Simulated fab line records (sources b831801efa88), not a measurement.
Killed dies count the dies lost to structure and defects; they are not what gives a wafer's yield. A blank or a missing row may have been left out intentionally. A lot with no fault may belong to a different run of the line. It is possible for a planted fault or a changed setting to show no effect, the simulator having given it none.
Matching of chambers -- flow sky130 -- 3 sister chambers for SKY_CAP2M_CVD_00 on pecvd-02
The step deposits SiO2, target thk 15.5 nm. 6 wafers are shown with their chamber, then 10 later ones without.

## WAFERS PAIRED WITH THEIR CHAMBERS
wafer,chamber,heaterPowerW (W)
L084.3,1,798
L084.4,1,796
L086.4,0,640
L086.5,2,694
L088.1,2,673
L088.3,0,776

## WAFERS WITH NO CHAMBER GIVEN
wafer,heaterPowerW (W)
L088.5,666
L089.3,749
L089.4,756
L089.6,809
L096.3,826
L096.4,698
L096.5,795
L097.1,748
L097.3,742
L097.5,753

## CHAMBER TAKEN BY EACH
wafer,from the rows above,in truth
L088.5,can't be placed: 2 or 0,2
L089.3,can't be placed: 0 or 1 or 2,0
L089.4,can't be placed: 1 or 0 or 2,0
L089.6,can't be placed: 1 or 0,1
L096.3,can't be placed: 1 or 0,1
L096.4,can't be placed: 0 or 2 or 1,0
L096.5,can't be placed: 1 or 0 or 2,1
L097.1,can't be placed: 0 or 1 or 2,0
L097.3,can't be placed: 0 or 1 or 2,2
L097.5,can't be placed: 1 or 0 or 2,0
0 of 10 placed correctly. Can't be placed from these rows: 10 (the true chamber is among the candidates in 10). 0 placed wrongly.
How it was worked out, from the rows above alone: a wafer's distance from a chamber is the root of the sum, over the readings, of the square of ((its reading less the chamber's mean) divided by the reading's scatter). If the next closest chamber is less than 2 further off than the closest, the wafer can't be placed; otherwise it belongs to the closest. The mean given for a chamber averages the wafers shown for that chamber. The scatter: the root of (the sum of the squares of (reading less its chamber's mean) over the shown wafers, divided by (wafers less chambers)).
